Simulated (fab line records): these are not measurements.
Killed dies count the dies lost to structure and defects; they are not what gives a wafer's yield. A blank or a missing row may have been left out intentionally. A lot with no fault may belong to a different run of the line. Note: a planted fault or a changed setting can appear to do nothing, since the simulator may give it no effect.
Struck lot and sound lot, side by side    flow sky130    16 steps out of a route of 708
Sound: the wafers L728.2, L728.3, L728.6. Struck: wafer L739.4. (L739.2, L739.3 of the same lot were not struck and are left out.) The cause comes at the end.
At each step with rows: each side's tool, then ch and its chambers, then its first start. Under that, the readings that differ: sound wafers    struck wafers    difference of the means    sigmas: that difference in standard deviations of wafers without a fault.
alike: a reading whose means differ by less than 2 such deviations, as well as words and numbers matching on both sides. not compared: withheld readings; readings where some wafer has no value; bounds like >300 that might hide an equal value; numbers whose values overlap and for which the record gives no deviation.
Wherever a step has rows on one side only, a row that says differs or no value, or a row with sigmas, the two part there. Numbers that don't overlap but have no deviation are shown without sigmas and don't part them. Lack of a reading on every wafer of one side parts them only where that side has two or more wafers.

first, 2 steps without rows for these wafers: SKY_METAL3_PEB_11; SKY_METAL3_DEVELOP_12 (develop time 60 s).
SKY_METAL3_CD_MEAS_13 targets a cd of 300 nm.
  sound on cdSem-02 at day 37 16:56; struck on cdSem-01 at day 40 15:34
  alike: cdNm
SKY_METAL3_OVL_MEAS_14:
  sound on overlay-01 at day 37 17:02; struck on overlay-01 at day 40 15:40
  alike: METAL3_OVL
SKY_METAL3_DESCUM_15: chemistry O2, time 8 s.
  sound on rieMetal-02 ch 0,1, day 37 17:04; struck on rieMetal-04 ch 0, day 40 15:41
  alike: drypumpMotorCurrentA, oesProductAu
  not compared: rfHoursCounterH
SKY_METAL3_ETCH_16: etches BARC in N2/H2, stops on SiO2, time 88.2 s, target depth 60 nm.
  sound on rieMetal-02 ch 0,1, day 37 17:06; struck on rieMetal-04 ch 0, day 40 15:44
  alike: drypumpMotorCurrentA, oesProductAu, throttleValvePct
  not compared: rfHoursCounterH
then, 1 step without rows for these wafers: SKY_METAL3_ETCH_17 (etches SiO2 in C4F8/O2/Ar, stops on TiN, time 3.9 s, target depth 15 nm).
SKY_METAL3_METAL_ETCH_18: etches the open film in Cl2/BCl3, stops on SiO2, target depth 845 nm, time 183.1 s.
  sound on rieMetal-01 ch 0,1, day 37 17:13; struck on rieMetal-01 ch 0, day 40 15:50
  alike: drypumpMotorCurrentA, oesProductAu, throttleValvePct
  not compared: rfHoursCounterH
SKY_METAL3_STRIP_19: strips in O2/N2.
  sound on plasmaAsher-02 ch 0,1, day 37 17:24; struck on plasmaAsher-02 ch 1, day 40 16:01
  alike: drypumpMotorCurrentA, o2FlowSccm, oesProductAu, stripTimeToEndpointS
  not compared: rfHoursCounterH
then, 3 steps without rows for these wafers: SKY_METAL3_STRIP_20 (strips in post etch residue remover, time 1200 s); SKY_METAL3_CLEAN_21 (cleans in IPA, time 180 s); SKY_METAL3_CLEAN_22 (cleans in O3/DIW).
SKY_VIA3_HDPCVD_00: deposits SiO2, target thk 1635 nm, time 272.5 s.
  sound on hdpcvd-02 ch 0,1,2, day 37 18:01; struck on hdpcvd-02 ch 0, day 40 16:57
reading                                  sound              struck  difference  sigmas
sih4FlowSccm (sccm)                      60.01 60.20 60.00  71.98   +11.91      +66
model.SiO2_of_VIA3_HDPCVD_00.thkNm (nm)  1647 1608 1622     1953    +327        
SKY_VIA3_THK_MEAS_01:
  sound on filmMetro-02 at day 37 18:12; struck on filmMetro-04 at day 40 17:08
reading               sound           struck  difference  sigmas
VIA3_HDPCVD_THK (nm)  1647 1608 1623  1953    +327        +22
SKY_VIA3_CMP_02: polishes SiO2.
  sound on cmp-02 ch 1,3, day 37 18:18; struck on cmp-01 ch 1, day 40 17:11
  alike: motorCurrentA
-- the record jumps here: 7 days lie between the struck wafers' starts before and after (it left off in module VIA3 and takes up again in module PAD_OPEN, whose first step shown is number 708 of the route) --
SKY_PAD_OPEN_PROBE_99:
  sound on prober-01 at day 45 05:02; struck on prober-01 at day 47 09:37
  alike: defectLimitedYield, killed_at_M0_to_M3, killed_at_M4_up, killedAtContacts, killedAtFrontEnd, killedAtOther, killedDies, killedOpen, killedShort, sort_bin_3_pad_short, sort_bin_5_function, sort_bin_6_memory, sortNPass, sortYieldPct

WHERE THEY PART
Last at SKY_VIA3_THK_MEAS_01 as far as this record goes, first at SKY_VIA3_HDPCVD_00. Later steps at which nothing parts them and some readings are alike: SKY_VIA3_CMP_02, SKY_PAD_OPEN_PROBE_99.

WHY: whatever the simulator had introduced
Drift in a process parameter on hdpcvd-02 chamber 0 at SKY_VIA3_HDPCVD_00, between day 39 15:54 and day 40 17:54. From 60, the setting sih4FlowSccm moved by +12. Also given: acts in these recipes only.
